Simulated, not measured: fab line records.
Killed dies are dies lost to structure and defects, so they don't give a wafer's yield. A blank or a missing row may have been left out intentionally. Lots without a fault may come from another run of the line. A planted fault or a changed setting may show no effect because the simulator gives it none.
fab line records | flow sky130
[record] lots = 5 wafers = 15 lastDay = 49
route steps=708 shown METAL3@557 VIA3@573 METAL4@598 PAD_OPEN@708
lots that met no fault: taken from a fault-free run of the same line
startH: hours from the record's first day to the start of the lot's first wafer shown | waitH: how many hours have passed since the lot's step before this one | " as in the row above | L1.1+2: one row covering several wafers at once | - either no value or no given start | * or withheld: withheld | < > ~ a bound
route shown NAME@n: names a module that has steps shown in the file, with the first one's number in the route | usual: mean/standard deviation taken from wafers without a fault | same: alike in all rows | chamber/n: place in a boat | sites: readings site by site | _std_site: standard deviation across them | _edge_site: outer sites' mean less inner sites' | radiusMm: how far each site lies from the wafer's centre | mask NAME#n: copy n | behind: the last tool/chamber to shape the wafer | hold: what put the lot on hold/how long, in hours/how the hold closed | device: the transistor (n, p or np) that didn't switch | end of line: tests run on the same wafers once the route is complete | where a step has no rows: the recipe by itself | killed: at the first sort, the dies lost to defects and structure; wafer yield is something else | map: a wafer's dies, x killed, . not, _ none there
set.NAME: the setting as run; set.NAME@STEP: as run at that earlier step | model.NAME: the simulator's own value behind a step, which no gauge read
a table for each step, a row for each wafer; lots at some steps of the route
services: when a tool's chamber went out of use (startH, in hours from the record's first day, below 0 if earlier), for how many hours, and the reason
[[steps]]
[step SKY_METAL3_COAT_07]
[recipe] resist = BARC tempC = withheld timeS = withheld spinRpm = 3000 resistThkNm = 60
[step SKY_METAL3_COAT_08]
[recipe] resist = KrF-thick spinRpm = 3000 resistThkNm = 1140
[step SKY_METAL3_SOFTBAKE_09]
[recipe] tempC = 100 timeS = 90 resist = KrF-thick
[step SKY_METAL3_EXPOSE_10]
[recipe] maskId = MM3 na = 0.68 sourceShape = annular sigmaInner = 0.4 sigmaOuter = 0.8 targetCdNm = 300 doseMj = 28
[step SKY_METAL3_PEB_11]
[recipe] pebTempC = withheld pebTimeS = withheld resist = KrF-thick
[step SKY_METAL3_DEVELOP_12]
[recipe] developTimeS = 60 resist = KrF-thick devTempC = 21
[step SKY_METAL3_CD_MEAS_13]
[recipe] targetCdNm = 300
[usual] cdNm = 299.7/1.4
// columns lot.wafer tool chamber startH waitH cdNm
L960.2 cdSem-01 - 896.92 - 297.7
L960.3 " - " " 299.3
L960.4 " - " " 299.1
L962.1 cdSem-02 - 915.44 - 299.4
L962.3 " - " " 300.2
L962.5 " - " " 299.2
L963.2 cdSem-02 - 923.57 - 297.5
L963.3 " - " " 298.5
L963.5 " - " " 298.1
L970.2 cdSem-02 - 974.52 - 299.0
L970.3 " - " " 298.1
L970.5 " - " " 298.2
L977.2 cdSem-01 - 1024.27 - 302.5
L977.3 " - " " 302.6
L977.4 " - " " 301.6
[step SKY_METAL3_OVL_MEAS_14]
[usual] METAL3_OVL = -4/4.6
// columns lot.wafer tool chamber startH waitH METAL3_OVL[nm]
L960.2 overlay-01 - 897.03 0.1 -9
L960.3 " - " " -10
L960.4 " - " " -7
L962.1 overlay-01 - 915.56 0.1 6
L962.3 " - " " 2
L962.5 " - " " 1
L963.2 overlay-01 - 923.68 0.1 -3
L963.3 " - " " 5
L963.5 " - " " 2
L970.2 overlay-02 - 974.63 0.1 -9
L970.3 " - " " -6
L970.5 " - " " -11
L977.2 overlay-01 - 1024.38 0.1 -8
L977.3 " - " " -7
L977.4 " - " " -3
[step SKY_METAL3_DESCUM_15]
[recipe] chemistry = O2 sourcePowerW = 150 biasPowerW = 0 pressureMtorr = 10 tempC = 40 timeS = 8
[step SKY_METAL3_ETCH_16]
[recipe] chemistry = N2/H2 target = BARC ionEnergyEv = 200 biasW = 100 pressureMtorr = 30 n2FlowSccm = 100 h2FlowSccm = 200 icpW = 500 stopOn = SiO2 timeS = 88.2 targetDepthA = 600
[step SKY_METAL3_ETCH_17]
[recipe] target = SiO2 stopOn = TiN chemistry = C4F8/O2/Ar sourceW = 1500 biasW = 1200 pressureMtorr = 40 c4f8FlowSccm = withheld O2_flow_sccm = 6 Ar_flow_sccm = 300 timeS = 3.9 targetDepthA = 150
[step SKY_METAL3_METAL_ETCH_18]
[recipe] targetDepthA = 8450 stopOn = SiO2 overEtchFrac = 0.3 timeS = 183.1 chemistry = Cl2/BCl3 resistSidewallDeg = 88 pressureMtorr = 10 icpW = 900 biasW = 48.5 Cl2_flow_sccm = 60 bcl3FlowSccm = 30
[usual] drypumpMotorCurrentA = 5.5/0.59 heBacksideLeakSccm = 3.37/0.27 oesProductAu = 0.865/0.0063 throttleValvePct = 22.264/0.0082
// columns lot.wafer tool chamber startH waitH drypumpMotorCurrentA heBacksideLeakSccm oesProductAu rfHoursCounterH throttleValvePct
L960.2 rieMetal-03 0 897.34 0.0 5.9 3.37 0.866 9 22.247
L960.3 " 1 " " 4.8 3.29 0.871 - 22.267
L960.4 " 0 " " 5.9 5.93 0.868 - 22.253
L962.1 rieMetal-03 1 915.75 0.0 4.8 3.41 0.863 1 22.259
L962.3 " 1 " " 4.8 2.90 0.860 - 22.257
L962.5 " 1 " " 4.8 3.32 0.864 - 22.271
L963.2 rieMetal-02 0 923.91 0.1 5.4 3.34 0.870 - 22.265
L963.3 " 0 " " 5.4 3.44 0.867 - 22.270
L963.5 " 0 " " 5.5 3.09 0.871 - 22.258
L970.2 rieMetal-01 0 974.86 0.1 6.2 3.49 0.870 - 22.268
L970.3 " 0 " " 6.2 3.48 0.870 - 22.268
L970.5 " 0 " " 6.2 3.41 0.864 - 22.257
L977.2 rieMetal-02 0 1024.56 0.0 5.4 3.30 0.862 17 22.268
L977.3 " 0 " " 5.4 3.34 0.867 - 22.261
L977.4 " 1 " " 5.6 3.37 0.864 - 22.244
[step SKY_METAL3_STRIP_19]
[recipe] chemistry = O2/N2 powerW = 1400 pressureMtorr = 1500 platenTempC = withheld o2FlowSccm = 3000 n2FlowSccm = 300 overashFraction = 0.5
[usual] drypumpMotorCurrentA = 5.6/0.39 oesProductAu = 0.504/0.0056 stripTimeToEndpointS = 6.59/0.071
// columns lot.wafer tool chamber startH waitH drypumpMotorCurrentA oesProductAu rfHoursCounterH stripTimeToEndpointS
L960.2 plasmaAsher-02 0 897.51 0.1 6.1 0.497 45 6.49
L960.3 " 1 " " 5.7 0.495 - 6.57
L960.4 " 0 " " 6.1 0.491 - 6.47
L962.1 plasmaAsher-03 0 915.93 0.1 4.9 0.506 15 6.57
L962.3 " 1 " " 5.8 0.502 - 6.53
L962.5 " 1 " " 5.7 0.502 - 6.49
L963.2 plasmaAsher-02 1 924.21 0.2 5.8 0.512 47 6.57
L963.3 " 1 " " 5.8 0.494 - 6.55
L963.5 " 0 " " 6.1 0.509 - 6.63
L970.2 plasmaAsher-04 0 975.16 0.2 5.4 0.493 88 6.74
L970.3 " 0 " " 5.4 0.506 - 6.72
L970.5 " 0 " " 5.4 0.507 - 6.73
L977.2 plasmaAsher-03 1 1024.73 0.1 5.8 0.508 25 6.63
L977.3 " 0 " " 4.9 0.502 - 6.59
L977.4 " 1 " " 5.7 0.503 - 6.61
[step SKY_METAL3_STRIP_20]
[recipe] chemistry = postEtchResidueRemover timeS = 1200 tempC = 72.5
[step SKY_METAL3_CLEAN_21]
[recipe] chemistry = IPA timeS = 180 tempC = 25
[step SKY_METAL3_CLEAN_22]
[recipe] chemistry = O3/DIW dry = n2Spin
[step SKY_VIA3_HDPCVD_00]
[recipe] material = SiO2 targetThkNm = 1635 sigmaOpenFrac = 0.3 timeS = 272.5 tempC = 400 sih4FlowSccm = 60 pressureMtorr = 6
[step SKY_VIA3_THK_MEAS_01]
[recipe] reads = SiO2_of_VIA3_HDPCVD_00
[usual] VIA3_HDPCVD_THK = 1637/15
// columns lot.wafer tool chamber startH waitH VIA3_HDPCVD_THK[nm]
L960.2 filmMetro-01 - 898.32 0.1 1658
L960.3 " - " " 1644
L960.4 " - " " 1641
L962.1 filmMetro-04 - 916.69 0.1 1638
L962.3 " - " " 1653
L962.5 " - " " 1649
L963.2 filmMetro-01 - 924.99 0.1 1641
L963.3 " - " " 1650
L963.5 " - " " 1632
L970.2 filmMetro-04 - 975.98 0.1 1628
L970.3 " - " " 1629
L970.5 " - " " 1635
L977.2 filmMetro-04 - 1025.50 0.1 1633
L977.3 " - " " 1639
L977.4 " - " " 1634
[step SKY_VIA3_CMP_02]
[recipe] material = SiO2 downForcePsi = 4 platenRpm = 60 padVelocityMS = 0.94248
[step SKY_VIA3_BOW_MEAS_03]
[recipe] mode = bow
[usual] VIA3_BOW = 80/8.1
// columns lot.wafer tool chamber startH waitH VIA3_BOW[um]
L960.2 filmMetro-01 - 898.69 0.2 87
L960.3 " - " " 77
L960.4 " - " " 73
L962.1 filmMetro-02 - 917.05 0.1 70
L962.3 " - " " 70
L962.5 " - " " 75
L963.2 filmMetro-04 - 925.36 0.2 83
L963.3 " - " " 80
L963.5 " - " " 72
L970.2 filmMetro-04 - 976.35 0.3 86
L970.3 " - " " 74
L970.5 " - " " 99
L977.2 filmMetro-04 - 1025.87 0.3 90
L977.3 " - " " 93
L977.4 " - " " 84
[step SKY_VIA3_DEHYDRATE_04]
[recipe] tempC = 200 timeS = 60
[step SKY_VIA3_HMDS_05]
[recipe] primeTimeS = 60 primeTempC = 120
[step SKY_VIA3_COAT_06]
[recipe] resist = BARC tempC = withheld timeS = withheld spinRpm = 3000 resistThkNm = 60
[step SKY_VIA3_COAT_07]
[recipe] resist = KrF-thick spinRpm = 3000 resistThkNm = 450
[step SKY_VIA3_SOFTBAKE_08]
[recipe] tempC = 100 timeS = 90 resist = KrF-thick
[step SKY_VIA3_EXPOSE_09]
[recipe] maskId = VIM3 na = 0.8 sourceShape = annular sigmaInner = 0.55 sigmaOuter = 0.85 targetCdNm = 200 doseMj = 38
[step SKY_VIA3_PEB_10]
[recipe] pebTempC = withheld pebTimeS = withheld resist = KrF-thick
[step SKY_VIA3_DEVELOP_11]
[recipe] developTimeS = 60 resist = KrF-thick devTempC = 21
[step SKY_VIA3_CD_MEAS_12]
[recipe] targetCdNm = 200
[usual] cdNm = 200.2/1.4
// columns lot.wafer tool chamber startH waitH cdNm
L960.2 cdSem-02 - 923.02 - 200.5
L960.3 " - " " 201.0
L960.4 " - " " 201.0
L962.1 cdSem-02 - 941.92 - 201.6
L962.3 " - " " 199.9
L962.5 " - " " 199.7
L963.2 cdSem-01 - 950.31 - 197.4
L963.3 " - " " 198.8
L963.5 " - " " 198.6
L970.2 cdSem-01 - 999.92 - 200.1
L970.3 " - " " 200.7
L970.5 " - " " 199.8
L977.2 cdSem-01 - 1048.79 - 201.1
L977.3 " - " " 203.5
L977.4 " - " " 199.8
[step SKY_VIA3_OVL_MEAS_13]
[usual] VIA3_OVL = -2/4.2
// columns lot.wafer tool chamber startH waitH VIA3_OVL[nm]
L960.2 overlay-01 - 923.12 0.1 -5
L960.3 " - " " -5
L960.4 " - " " -6
L962.1 overlay-02 - 942.04 0.1 -7
L962.3 " - " " -1
L962.5 " - " " 1
L963.2 overlay-02 - 950.42 0.1 -2
L963.3 " - " " -1
L963.5 " - " " -1
L970.2 overlay-01 - 1000.02 0.1 1
L970.3 " - " " 2
L970.5 " - " " 4
L977.2 overlay-02 - 1048.90 0.1 -3
L977.3 " - " " -10
L977.4 " - " " -3
[step SKY_VIA3_ETCH_14]
[recipe] chemistry = N2/H2 target = BARC ionEnergyEv = 200 sourceW = 500 biasW = 100 pressureMtorr = 30 n2FlowSccm = 100 h2FlowSccm = 200 stopOn = SiO2 timeS = 45.9 targetDepthA = 600
[usual] drypumpMotorCurrentA = 6.0/0.37 oesProductAu = 0.855/0.0046 throttleValvePct = 13.225/0.0091
// columns lot.wafer tool chamber startH waitH drypumpMotorCurrentA oesProductAu rfHoursCounterH throttleValvePct
L960.2 rieDiel-02 0 923.15 0.0 6.2 0.852 5 13.239
L960.3 " 2 " " 6.1 0.856 15 13.235
L960.4 " 0 " " 6.1 0.849 - 13.206
L962.1 rieDiel-02 0 942.08 0.0 6.2 0.858 6 13.221
L962.3 " 1 " " 5.3 0.858 11 13.225
L962.5 " 3 " " 5.6 0.858 - 13.236
L963.2 rieDiel-02 3 950.45 0.0 5.6 0.859 13 13.231
L963.3 " 0 " " 6.1 0.850 6 13.230
L963.5 " 2 " " 6.1 0.853 - 13.216
L970.2 rieDiel-04 0 1000.05 0.0 6.2 0.851 13 13.232
L970.3 " 1 " " 6.0 0.859 18 13.225
L970.5 " 3 " " 6.8 0.851 - 13.210
L977.2 rieDiel-01 0 1048.93 0.0 5.9 0.857 16 13.213
L977.3 " 1 " " 5.8 0.855 11 13.226
L977.4 " 2 " " 6.1 0.853 18 13.228
[step SKY_VIA3_ETCH_15]
[recipe] target = SiO2 chemistry = C4F8/O2/Ar targetDepthNm = 507 stopOn = TiN maskMaterial = KrF-thick sourceW = 1500 biasW = 1200 pressureMtorr = 40 c4f8FlowSccm = withheld O2_flow_sccm = 6 Ar_flow_sccm = 300 timeS = 78
[step SKY_VIA3_STRIP_16]
[recipe] chemistry = O2/N2 powerW = 1400 pressureMtorr = 1500 platenTempC = withheld o2FlowSccm = 3000 n2FlowSccm = 300 overashFraction = 0.5
[usual] drypumpMotorCurrentA = 5.7/0.5 oesProductAu = 0.402/0.0047 stripTimeToEndpointS = 4.147/0.02
// columns lot.wafer tool chamber startH waitH drypumpMotorCurrentA oesProductAu rfHoursCounterH stripTimeToEndpointS
L960.2 plasmaAsher-04 1 923.25 0.0 5.8 0.406 83 4.173
L960.3 " 1 " " 5.8 0.398 - 4.165
L960.4 " 0 " " 5.4 0.396 - 4.156
L962.1 plasmaAsher-04 1 942.18 0.0 5.8 0.406 85 4.119
L962.3 " 1 " " 5.8 0.407 - 4.148
L962.5 " 0 " " 5.4 0.398 - 4.129
L963.2 plasmaAsher-03 0 950.55 0.0 4.9 0.404 19 4.136
L963.3 " 1 " " 5.8 0.404 - 4.170
L963.5 " 0 " " 4.9 0.399 - 4.192
L970.2 plasmaAsher-04 1 1000.15 0.0 5.8 0.403 91 4.146
L970.3 " 0 " " 5.4 0.404 - 4.181
L970.5 " 1 " " 5.8 0.406 - 4.140
L977.2 plasmaAsher-03 1 1049.03 0.0 5.7 0.404 29 4.155
L977.3 " 1 " " 5.8 0.408 - 4.148
L977.4 " 0 " " 4.9 0.399 - 4.147
[step SKY_VIA3_STRIP_17]
[recipe] chemistry = postEtchResidueRemover timeS = 1200 tempC = 72.5
[step SKY_VIA3_CLEAN_18]
[recipe] chemistry = IPA timeS = 180 tempC = 25
[step SKY_VIA3_CLEAN_19]
[recipe] chemistry = O3/DIW dry = n2Spin
[step SKY_VIA3_SPUTTER_20]
[recipe] material = TiN targetThkNm = 20 chamberPressurePa = 5 powerW = 4000 timeS = 80
[usual] throttleValvePct = 30.2/0.92
// columns lot.wafer tool chamber startH waitH throttleValvePct
L960.2 pvdSputter-01 - 923.84 0.0 29.3
L960.3 " - " " 30.4
L960.4 " - " " 30.9
L962.1 pvdSputter-01 - 942.78 0.0 30.4
L962.3 " - " " 29.3
L962.5 " - " " 30.5
L963.2 pvdSputter-01 - 951.15 0.0 30.4
L963.3 " - " " 30.9
L963.5 " - " " 30.4
L970.2 pvdSputter-02 - 1001.56 0.0 29.4
L970.3 " - " " 30.9
L970.5 " - " " 29.3
L977.2 pvdSputter-01 - 1049.69 0.0 30.5
L977.3 " - " " 29.7
L977.4 " - " " 30.4
[step SKY_VIA3_CVD_21]
[recipe] material = W targetThkNm = 390 timeS = 117.31 tempC = 400 pressureTorr = 40
[step SKY_VIA3_RS_MEAS_22]
[recipe] thkMeasGauge = four-point-probe reads = W_of_VIA3_CVD_21+TiN_of_VIA3_SPUTTER_20
[usual] VIA3_W_RS = 0.296/0.0041
// columns lot.wafer tool chamber startH waitH VIA3_W_RS[ohm/sq]
L960.2 filmMetro-01 - 924.05 0.1 0.295
L960.3 " - " " 0.292
L960.4 " - " " 0.294
L962.1 filmMetro-01 - 942.97 0.1 0.299
L962.3 " - " " 0.299
L962.5 " - " " 0.298
L963.2 filmMetro-01 - 951.35 0.1 0.300
L963.3 " - " " 0.298
L963.5 " - " " 0.298
L970.2 filmMetro-04 - 1001.77 0.1 0.297
L970.3 " - " " 0.289
L970.5 " - " " 0.291
L977.2 filmMetro-02 - 1049.89 0.1 0.288
L977.3 " - " " 0.296
L977.4 " - " " 0.288
[step SKY_VIA3_THK_MEAS_23]
[recipe] thkMeasGauge = xrf reads = W_of_VIA3_CVD_21
[usual] VIA3_W_THK = 396/7.4
// columns lot.wafer tool chamber startH waitH VIA3_W_THK[nm]
L960.2 filmMetro-01 - 924.16 0.1 401
L960.3 " - " " 406
L960.4 " - " " 403
L962.1 filmMetro-01 - 943.09 0.1 389
L962.3 " - " " 394
L962.5 " - " " 394
L963.2 filmMetro-01 - 951.46 0.1 390
L963.3 " - " " 396
L963.5 " - " " 394
L970.2 filmMetro-04 - 1001.88 0.1 391
L970.3 " - " " 403
L970.5 " - " " 396
L977.2 filmMetro-02 - 1050.00 0.1 411
L977.3 " - " " 404
L977.4 " - " " 414
[step SKY_VIA3_CMP_24]
[recipe] stopOn = SiO2 tOverpolishS = 20 downForcePsi = 3.5 platenRpm = 60 targetThkNm = 0 padVelocityMS = 0.94248
[step SKY_METAL4_SPUTTER_00]
[recipe] material = Ti targetThkNm = 15 powerW = 3000 timeS = 10 chamberPressurePa = 0.4
[usual] throttleValvePct = 29.8/0.6
// columns lot.wafer tool chamber startH waitH throttleValvePct
L960.2 pvdSputter-02 - 924.51 0.1 30.9
L960.3 " - " " 29.1
L960.4 " - " " 30.0
L962.1 pvdSputter-03 - 943.45 0.2 29.8
L962.3 " - " " 29.9
L962.5 " - " " 29.1
L963.2 pvdSputter-03 - 951.81 0.2 29.8
L963.3 " - " " 29.7
L963.5 " - " " 30.2
L970.2 pvdSputter-03 - 1002.23 0.1 30.2
L970.3 " - " " 29.8
L970.5 " - " " 29.9
L977.2 pvdSputter-02 - 1050.35 0.1 31.0
L977.3 " - " " 28.9
L977.4 " - " " 29.3
[step SKY_PAD_OPEN_PROBE_99]
[usual] defectLimitedYield = 82.4/1.8 killed_at_M0_to_M3 = 43/6.5 killed_at_M4_up = 3.2/1.8 killedAtContacts = 24/5.2 killedAtFrontEnd = 15/4 killedAtOther = 0.4/0.69 killedDies = 86/8.7 killedOpen = 47/7 killedShort = 39/5.7 sort_bin_3_pad_short = 0.9/0.43 sort_bin_5_function = 10.5/1.4 sort_bin_6_memory = 6.2/1.2 sortNPass = 406/8.7 sortYieldPct = 82.4/1.8
[same] grossDies = 492 killedAtBackSide = 0 sort_bin_4_leakage[%] = 0 sort_bin_8_speed[%] = 0
// columns lot.wafer tool chamber startH waitH defectLimitedYield[%] killed_at_M0_to_M3 killed_at_M4_up killedAtContacts killedAtFrontEnd killedAtOther killedDies killedOpen killedShort sort_bin_3_pad_short[%] sort_bin_5_function[%] sort_bin_6_memory[%] sortNPass sortYieldPct[%] model.etest.tester.sortNPass model.etest.tester.sortYieldPct model.etest.tester.sort_bin_5_pct model.etest.tester.sort_bin_3_pct
L963.2 prober-01 - 1093.17 0.1 81.1 41 3 29 20 0 93 42 48 1.0 11.0 6.9 399 81.1 399 81.1 10.98 1.016
L963.3 prober-01 - 1093.22 0.2 84.3 39 2 20 16 0 77 35 41 1.4 8.5 5.7 415 84.3 415 84.35 8.537 1.423
L963.5 prober-01 - 1093.32 0.2 81.5 42 2 24 23 0 91 48 43 0.4 12.0 6.1 401 81.5 401 81.5 11.99 0.4065
L970.2 prober-02 - 1135.19 0.1 74.8 84 4 21 14 1 124 53 33 1.2 16.1 7.9 368 74.8 368 74.8 16.06 1.22
L970.3 prober-02 - 1135.24 0.2 74.0 82 4 21 21 0 128 48 39 1.4 16.3 8.3 364 74.0 364 73.98 16.26 1.423
L970.5 prober-02 - 1135.34 0.2 74.4 80 2 34 10 0 126 50 38 1.6 16.7 7.3 366 74.4 366 74.39 16.67 1.626
L977.2 prober-01 - 1174.01 0.1 86.2 37 8 14 9 0 68 28 40 0.8 7.7 5.3 424 86.2 424 86.18 7.724 0.813
L977.3 prober-01 - 1174.06 0.2 82.1 47 2 26 13 0 88 52 35 1.2 10.6 6.1 404 82.1 404 82.11 10.57 1.22
L977.4 prober-01 - 1174.11 0.2 84.6 38 1 19 18 0 76 47 29 0.4 8.1 6.9 416 84.6 416 84.55 8.13 0.4065
// killed by level:class
L963.2 LOCAL_INTERCONNECT:geometricParticle:short=8 VIA1:geometricParticle:open=8 POLY_GATE:geometricParticle:short=7 CONTACT:geometricParticle:open=7 METAL1:geometricParticle:short=7 VIA2:geometricParticle:open=6 LI_CONTACT:geometricParticle:open=5 FIELD_ISO:geometricParticle:open=4
L963.3 VIA1:geometricParticle:open=10 LI_CONTACT:geometricParticle:open=7 METAL1:geometricParticle:short=7 FIELD_ISO:geometricParticle:short=5 LOCAL_INTERCONNECT:geometricParticle:short=5 POLY_GATE:geometricParticle:short=4 VIA1:geometricParticle:short=4 VIA2:geometricParticle:open=4
L963.5 FIELD_ISO:geometricParticle:open=11 METAL2:geometricParticle:short=8 VIA1:geometricParticle:open=8 VIA3:geometricParticle:open=7 CONTACT:geometricParticle:short=6 POLY_GATE:geometricParticle:short=5 LI_CONTACT:geometricParticle:open=5 CONTACT:geometricParticle:open=5
L970.2 METAL3:unspecified=38 VIA2:geometricParticle:open=9 VIA1:geometricParticle:open=8 LI_CONTACT:geometricParticle:open=8 VIA3:geometricParticle:open=8 CONTACT:geometricParticle:open=7 VIA2:geometricParticle:short=5 VIA1:geometricParticle:short=5
L970.3 METAL3:unspecified=41 CONTACT:geometricParticle:open=8 VIA2:geometricParticle:open=8 VIA1:geometricParticle:open=7 FIELD_ISO:geometricParticle:open=6 FIELD_ISO:geometricParticle:short=6 LOCAL_INTERCONNECT:geometricParticle:short=5 VIA1:geometricParticle:short=5
L970.5 METAL3:unspecified=38 CONTACT:geometricParticle:open=14 VIA3:geometricParticle:open=7 VIA2:geometricParticle:open=7 LI_CONTACT:geometricParticle:open=7 VIA1:geometricParticle:open=7 LOCAL_INTERCONNECT:geometricParticle:short=6 CONTACT:geometricParticle:short=6
L977.2 VIA1:geometricParticle:open=8 VIA1:geometricParticle:short=7 METAL4:geometricParticle:short=7 METAL1:geometricParticle:short=6 CONTACT:geometricParticle:short=5 VIA3:geometricParticle:open=5 FIELD_ISO:geometricParticle:short=4 CONTACT:geometricParticle:open=4
L977.3 VIA1:geometricParticle:open=12 VIA3:geometricParticle:open=10 CONTACT:geometricParticle:open=9 CONTACT:geometricParticle:short=8 LI_CONTACT:geometricParticle:open=7 METAL2:geometricParticle:short=7 FIELD_ISO:geometricParticle:short=4 METAL1:geometricParticle:short=4
L977.4 VIA1:geometricParticle:open=10 FIELD_ISO:geometricParticle:open=7 POLY_GATE:geometricParticle:open=7 CONTACT:geometricParticle:open=7 VIA1:geometricParticle:short=5 METAL2:geometricParticle:short=5 VIA2:geometricParticle:open=5 LI_CONTACT:geometricParticle:open=4
// map L970.3 (x killed, . not)
__________.....x.x.x_________
________.x............_______
______..x...x..xx...x..._____
_____....x............x.x____
____...xx.xx.....x........___
___........x..x.xx......x..__
__x...x......xx..x......xx.._
_..x.....x....xxxxxxx.x..xx..
_..x.......x..xxxxx.....x....
_.x.x...x...xxxxxxxx.x...x..x
_.x.......x.xxxxxxxx..x.....x
_....x.....x.xxxxxx..x.......
_.....xx....x.xxxxxx...x.....
_.....x...x.xx.xx.xxx........
_.....xx.x.............x...xx
__x..x.........x..x........._
___....................x...__
____.x...............x....___
_____...x...x........x...____
______......x......x.xx._____
________xx........x..x_______
__________...x......_________
// map L977.3 (x killed, . not)
__________..x......._________
________.xx........x.._______
______.........x.......x_____
_____...x................____
____.x.....x......x.x...xx___
___x......x.x..............__
__...x...xx....x...x........_
_.x...xx..............x..x.x.
_...............x..x....x....
_.........................x.x
_..x..x.x....x......x......x.
_xx....x.......x...x.xxx....x
_.........x....x...x....x.xx.
_..xxx...........x..x.....x.x
_..x...x........x.....x......
__....x.......x.x..x......x._
___...........x......x..x..__
____.....x..xxx......x....___
_____.......x.x.x.....x..____
______.......x..x......x_____
________x...x...xx...._______
__________.........._________
[[services]]
// columns tool chamber startH hours kind
plasmaAsher-02 - 897.78 9.1 repair
rieDiel-01 - 908.67 0.7 repair
rieDiel-01 2 916.61 5.3 repair
rieDiel-02 3 922.64 15.9 repair
rieMetal-02 1 923.06 5.0 repair
rieDiel-02 1 931.04 1.3 repair
pvdSputter-02 - 944.13 11.5 repair
rieDiel-04 3 944.46 1.3 repair
rieDiel-04 1 950.50 15.4 repair
plasmaAsher-03 - 957.95 2.6 repair
rieMetal-02 - 958.00 2.8 pm
rieMetal-01 1 961.11 19.3 repair
rieDiel-01 0 970.47 2.1 repair
pvdSputter-01 - 975.62 1.3 repair
rieDiel-02 2 982.01 6.4 repair
pvdSputter-03 - 983.16 2.4 repair
plasmaAsher-03 - 985.45 2.0 repair
plasmaAsher-03 - 1015.32 1.2 repair
plasmaAsher-04 - 1018.96 67.9 repair
rieDiel-02 2 1020.25 2.8 repair
plasmaAsher-03 - 1022.37 0.9 repair
pvdSputter-03 - 1030.25 1.3 repair
plasmaAsher-02 - 1037.32 2.9 repair
rieDiel-02 1 1047.22 5.8 repair
[[key]]
[firstSign] step = SKY_PAD_OPEN_PROBE_99 reading = killed_at_M0_to_M3 direction = up sigmas = 6 usual = 43 struck = 82
[effect] step = SKY_PAD_OPEN_PROBE_99 reading = defectLimitedYield direction = down sigmas = 4.6 usual = 82.4 struck = 74.4
[modelEffect] step = SKY_PAD_OPEN_PROBE_99 value = etest.tester.sortNPass without = 399.7 struck = 366
metAt SKY_METAL3_STRIP_19
struckWafers L970.2,L970.3,L970.5
alsoFits SKY_METAL3_METAL_ETCH_18:rieMetal-01,SKY_VIA3_ETCH_14:rieDiel-04,SKY_VIA3_STRIP_16:plasmaAsher-04,SKY_VIA3_SPUTTER_20:pvdSputter-02
[fault] kind = chamberParticleSource tool = plasmaAsher-04 chamber = 0 onsetH = 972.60 steps = SKY_METAL3_STRIP_19 ratePerVisitCm2 = 0.37808 endH = 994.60
